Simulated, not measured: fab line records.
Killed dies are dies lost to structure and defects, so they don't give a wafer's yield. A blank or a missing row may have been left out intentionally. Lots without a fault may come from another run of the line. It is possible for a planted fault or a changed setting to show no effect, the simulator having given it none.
Which tool was responsible? :: flow gf180mcu :: 42 wafers from 14 lots sampled at 3 of the route's 602 steps

## WHAT EACH GAUGE READ, for each wafer
GF_HV_LDD_THK_MEAS_57. Usual: HV_LDD_CVD_56_THK gives 89.8 nm (standard deviation 0.75).
lot: L145
measured: day 12 14:17
on: film_metro-04
HV_LDD_CVD_56_THK (nm): 91.0 91.0 92.2
flag: 

lot: L146
measured: day 12 19:25
on: film_metro-04
HV_LDD_CVD_56_THK (nm): 89.9 89.8 90.1
flag: 

lot: L147
measured: day 13 00:17
on: film_metro-03
HV_LDD_CVD_56_THK (nm): 89.3 88.4 89.0
flag: 

lot: L148
measured: day 13 16:52
on: film_metro-02
HV_LDD_CVD_56_THK (nm): 87.7 88.7 88.5
flag: 

lot: L150
measured: day 14 02:12
on: film_metro-04
HV_LDD_CVD_56_THK (nm): 89.4 89.9 88.8
flag: 

lot: L152
measured: day 14 23:31
on: film_metro-04
HV_LDD_CVD_56_THK (nm): 88.7 89.3 89.5
flag: 

lot: L158
measured: day 16 21:40
on: film_metro-04
HV_LDD_CVD_56_THK (nm): 90.0 89.9 90.1
flag: 

lot: L159
measured: day 17 02:32
on: film_metro-02
HV_LDD_CVD_56_THK (nm): 88.7 89.1 89.7
flag: 

lot: L160
measured: day 17 15:56
on: film_metro-04
HV_LDD_CVD_56_THK (nm): 90.0 90.2 90.2
flag: 

lot: L161
measured: day 17 18:25
on: film_metro-04
HV_LDD_CVD_56_THK (nm): 90.0 89.5 89.8
flag: 

lot: L163
measured: day 18 09:55
on: film_metro-02
HV_LDD_CVD_56_THK (nm): 90.4 90.3 89.8
flag: 

lot: L164
measured: day 18 20:39
on: film_metro-04
HV_LDD_CVD_56_THK (nm): 89.2 88.5 88.6
flag: 

lot: L165
measured: day 19 06:16
on: film_metro-02
HV_LDD_CVD_56_THK (nm): 89.4 89.8 89.4
flag: 

lot: L167
measured: day 19 23:09
on: film_metro-04
HV_LDD_CVD_56_THK (nm): 89.7 89.8 89.1
flag: 

GF_NSD_OVL_MEAS_08. Usual: NSD_OVL gives -1.0 nm (standard deviation 1.3).
lot: L145
measured: day 13 09:38
on: overlay-02
NSD_OVL (nm): 0.1 -1.2 0.1
flag: 

lot: L146
measured: day 13 15:29
on: overlay-02
NSD_OVL (nm): -0.7 -2.0 -0.6
flag: 

lot: L147
measured: day 13 20:13
on: overlay-01
NSD_OVL (nm): -1.6 -1.8 -2.1
flag: 

lot: L148
measured: day 14 14:05
on: overlay-01
NSD_OVL (nm): -0.6 -2.6 -2.4
flag: 

lot: L150
measured: day 14 23:37
on: overlay-02
NSD_OVL (nm): -0.2 -2.1 -0.3
flag: 

lot: L152
measured: day 15 20:46
on: overlay-02
NSD_OVL (nm): -0.5 -2.0 -1.6
flag: 

lot: L158
measured: day 17 20:28
on: overlay-02
NSD_OVL (nm): -3.2 -1.9 -1.7
flag: 

lot: L159
measured: day 18 01:12
on: overlay-01
NSD_OVL (nm): -3.4 -0.5 -0.4
flag: 

lot: L160
measured: day 18 15:04
on: overlay-01
NSD_OVL (nm): -0.6 -0.3 -0.1
flag: 

lot: L161
measured: day 18 17:28
on: overlay-01
NSD_OVL (nm): 1.1 1.0 1.2
flag: 

lot: L163
measured: day 19 09:59
on: overlay-01
NSD_OVL (nm): -1.4 -0.7 -0.9
flag: 

lot: L164
measured: day 19 20:37
on: overlay-01
NSD_OVL (nm): 1.2 -1.7 -2.5
flag: 

lot: L165
measured: day 20 06:25
on: overlay-01
NSD_OVL (nm): 0.8 2.0 3.4
flag: 

lot: L167
measured: day 20 23:50
on: overlay-02
NSD_OVL (nm): 0.6 -1.3 -2.0
flag: 

GF_PSD_CD_MEAS_07 targets a cd of 400 nm. Usual: cd_nm reads 400.2 nm (standard deviation 2.6).
lot: L145
measured: day 14 06:20
on: cd_sem-01
cd_nm (nm): 400.6 403.0 400.0
flag: 

lot: L146
measured: day 14 12:36
on: cd_sem-02
cd_nm (nm): 399.9 399.5 401.4
flag: 

lot: L147
measured: day 14 17:54
on: cd_sem-02
cd_nm (nm): 400.9 394.4 396.6
flag: 

lot: L148
measured: day 15 11:38
on: cd_sem-01
cd_nm (nm): 400.2 397.6 397.9
flag: 

lot: L150
measured: day 15 21:13
on: cd_sem-02
cd_nm (nm): 399.3 402.6 399.5
flag: 

lot: L152
measured: day 16 18:46
on: cd_sem-01
cd_nm (nm): 399.2 399.6 397.5
flag: 

lot: L158
measured: day 18 19:09
on: cd_sem-02
cd_nm (nm): 397.6 396.9 398.0
flag: 

lot: L159
measured: day 19 00:44
on: cd_sem-02
cd_nm (nm): 393.9 394.5 393.9
flag: 

lot: L160
measured: day 19 15:45
on: cd_sem-01
cd_nm (nm): 402.0 402.7 400.7
flag: 

lot: L161
measured: day 19 18:36
on: cd_sem-01
cd_nm (nm): 403.2 400.3 403.0
flag: 

lot: L163
measured: day 20 10:26
on: cd_sem-02
cd_nm (nm): 403.0 399.2 402.0
flag: 

lot: L164
measured: day 20 21:04
on: cd_sem-01
cd_nm (nm): 404.0 403.5 401.0
flag: 

lot: L165
measured: day 21 06:43
on: cd_sem-01
cd_nm (nm): 400.5 399.8 398.5
flag: 

lot: L167
measured: day 21 23:18
on: cd_sem-01
cd_nm (nm): 401.3 403.0 402.2
flag: 

## WHAT TOOL EACH LOT RAN ON (gives the tool, then ch and the chambers of the sampled wafers, and finally the start)
No process step before these readings appears in the record.

## AS READ BY THE TOOLS THEMSELVES (means over the sampled wafers that have a number; for cases with no such wafer, the mark the record gives instead)
The record holds no such reading with a usual standard deviation.

## THE ANSWER, worked out from the rows above alone
Rule: lot off if the mean of its wafers having a number is beyond 3 standard deviations from the usual mean. Also off: a lot with no number at a reading for which 4 or more lots have one. Where the step has rows for the other lots, those lots are counted as sound. After the gauges, taken in route order, come the tools' own readings; for these a lot's mean is taken, as printed above. At the first step where some lot is off, the reading lying furthest off is the one used; lots without a number count as furthest.
No lot is off at any reading shown: from this, nothing can be told.

## WHAT THE SIMULATOR HAD INSERTED
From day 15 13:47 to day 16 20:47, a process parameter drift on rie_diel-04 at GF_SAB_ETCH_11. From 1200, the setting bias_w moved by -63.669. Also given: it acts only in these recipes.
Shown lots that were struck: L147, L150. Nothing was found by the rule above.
